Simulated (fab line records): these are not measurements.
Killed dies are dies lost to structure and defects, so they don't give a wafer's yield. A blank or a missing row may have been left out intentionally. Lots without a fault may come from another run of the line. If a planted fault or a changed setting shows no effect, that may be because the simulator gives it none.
The tool behind it: which one?    flow gf180mcu    39 wafers from 13 lots sampled at 4 of the route's 602 steps

== WHAT EACH GAUGE READ, for each wafer ==
GF_TOP_METAL_OVL_MEAS_15. Usual: TOP_METAL_OVL -0.8 nm, standard deviation 1.4.
lot   measured      on          TOP_METAL_OVL (nm)  flag
L250  day 28 17:10  overlay-02  0.0 1.1 -1.9        
L251  day 29 05:52  overlay-01  -1.8 -2.3 -3.0      
L253  day 29 13:46  overlay-01  0.3 0.2 -1.5        
L254  day 29 23:13  overlay-01  -0.1 0.9 0.1        
L255  day 30 00:00  overlay-01  -2.4 -2.3 -3.1      
L257  day 31 00:16  overlay-02  1.3 1.0 1.5         
L259  day 31 01:29  overlay-01  -1.3 1.0 0.0        
L258  day 31 03:43  overlay-02  0.2 -1.4 -1.0       
L260  day 31 11:01  overlay-02  0.2 1.2 0.2         
L262  day 32 05:31  overlay-01  -3.1 -1.3 -2.9      
L263  day 32 05:49  overlay-01  -2.6 -2.0 -1.1      
L267  day 33 01:50  overlay-02  0.0 0.2 -0.4        
L272  day 33 22:57  overlay-01  -2.6 -3.0 -2.3      

== WHICH TOOL RAN EACH LOT (tool, then ch and the chambers of the sampled wafers, then the start) ==
lot   GF_V4_ETCH_17                      GF_MIM_SPUTTER_00            GF_MIM_SPUTTER_02
L250  rieDiel-02 ch 0,1,3, day 25 03:00  pvdSputter-04, day 25 05:11  pvdSputter-04, day 25 05:19
L251  rieDiel-03 ch 0,1,3, day 25 18:00  pvdSputter-04, day 25 19:53  pvdSputter-04, day 25 20:01
L253  rieDiel-02 ch 1,2, day 26 01:00    pvdSputter-01, day 26 02:42  pvdSputter-01, day 26 02:50
L254  rieDiel-02 ch 2,3, day 26 12:00    pvdSputter-04, day 26 13:54  pvdSputter-04, day 26 14:02
L255  rieDiel-01 ch 0,1,2, day 26 13:00  pvdSputter-04, day 26 14:31  pvdSputter-04, day 26 14:39
L257  rieDiel-02 ch 0,1,2, day 27 15:00  pvdSputter-04, day 27 17:10  pvdSputter-04, day 27 17:17
L259  rieDiel-01 ch 0,3, day 27 15:00    pvdSputter-02, day 27 17:18  pvdSputter-02, day 27 17:26
L258  rieDiel-03 ch 0,2,3, day 27 18:00  pvdSputter-04, day 27 19:51  pvdSputter-04, day 27 19:59
L260  rieDiel-03 ch 0,1,2, day 28 02:00  pvdSputter-01, day 28 04:19  pvdSputter-01, day 28 04:26
L262  rieDiel-03 ch 1,2, day 28 22:00    pvdSputter-02, day 29 00:07  pvdSputter-02, day 29 00:14
L263  rieDiel-02 ch 0,1, day 28 23:00    pvdSputter-04, day 29 01:16  pvdSputter-04, day 29 01:24
L267  rieDiel-02 ch 1,2,3, day 29 22:00  pvdSputter-04, day 29 23:22  pvdSputter-04, day 29 23:30
L272  rieDiel-03 ch 0,3, day 30 23:00    pvdSputter-04, day 31 00:51  pvdSputter-04, day 31 00:59
- GF_V4_ETCH_17: etches SiO2 in C4F8/O2/Ar, stops on TiN, target depth 630 nm.
- GF_MIM_SPUTTER_00: material Ti, target thk 37.5 nm, time 150 s.
- GF_MIM_SPUTTER_02: material AlCu, target thk 450 nm, time 23.9 s.

== WHAT THE TOOLS THEMSELVES READ (means of the sampled wafers that have a number; where no wafer has one, the mark that the record gives instead) ==
GF_V4_ETCH_17. Usual: oesProductAu 0.857 a.u., standard deviation 0.005.
lot   tool        oesProductAu (a.u.)  flag
L250  rieDiel-02  0.860                
L251  rieDiel-03  0.858                
L253  rieDiel-02  0.851                
L254  rieDiel-02  0.858                
L255  rieDiel-01  0.857                
L257  rieDiel-02  0.857                
L259  rieDiel-01  0.855                
L258  rieDiel-03  0.857                
L260  rieDiel-03  0.857                
L262  rieDiel-03  0.856                
L263  rieDiel-02  0.860                
L267  rieDiel-02  0.857                
L272  rieDiel-03  0.854                

GF_MIM_SPUTTER_00. Usual: cathodeDcPowerW 4000.1 W, standard deviation 0.74; throttleValvePct 29.8 %, standard deviation 1.4.
lot   tool           cathodeDcPowerW (W)  throttleValvePct (%)  flag
L250  pvdSputter-04  3999.9               28.1                  
L251  pvdSputter-04  3999.6               29.6                  
L253  pvdSputter-01  4000.0               29.2                  
L254  pvdSputter-04  4000.2               31.2                  
L255  pvdSputter-04  3999.6               29.8                  
L257  pvdSputter-04  4000.2               29.0                  
L259  pvdSputter-02  4000.5               30.0                  
L258  pvdSputter-04  4000.2               30.3                  
L260  pvdSputter-01  4000.5               29.6                  
L262  pvdSputter-02  4000.5               30.0                  
L263  pvdSputter-04  4000.3               30.7                  
L267  pvdSputter-04  4000.0               28.9                  
L272  pvdSputter-04  3999.7               28.9                  

GF_MIM_SPUTTER_02. Usual: cathodeDcPowerW 10600 W, standard deviation 1.9; throttleValvePct 29.8 %, standard deviation 1.4.
lot   tool           cathodeDcPowerW (W)  throttleValvePct (%)  flag
L250  pvdSputter-04  10600                28.0                  
L251  pvdSputter-04  10600                29.5                  
L253  pvdSputter-01  10600                29.2                  
L254  pvdSputter-04  10601                31.1                  
L255  pvdSputter-04  10600                30.0                  
L257  pvdSputter-04  10600                29.2                  
L259  pvdSputter-02  10601                30.1                  
L258  pvdSputter-04  10598                30.3                  
L260  pvdSputter-01  10599                29.6                  
L262  pvdSputter-02  10600                30.2                  
L263  pvdSputter-04  10599                30.6                  
L267  pvdSputter-04  10600                28.9                  
L272  pvdSputter-04  10600                29.0                  

== THE ANSWER, worked out from the rows above alone ==
Rule: a lot is off if the mean of its wafers that have a number lies more than 3 standard deviations from the usual mean. Also off: a lot with no number at a reading for which 4 or more lots have one. All remaining lots with rows at the step are treated as sound. Order of review: gauges by route order, followed by the tools' own readings, for which a lot's mean as printed above is used. At the first step where some lot is off, the reading lying furthest off is the one used; lots without a number count as furthest.
None of the lots is off at any reading shown; this tells nothing.

== WHAT HAD BEEN PUT IN BY THE SIMULATOR ==
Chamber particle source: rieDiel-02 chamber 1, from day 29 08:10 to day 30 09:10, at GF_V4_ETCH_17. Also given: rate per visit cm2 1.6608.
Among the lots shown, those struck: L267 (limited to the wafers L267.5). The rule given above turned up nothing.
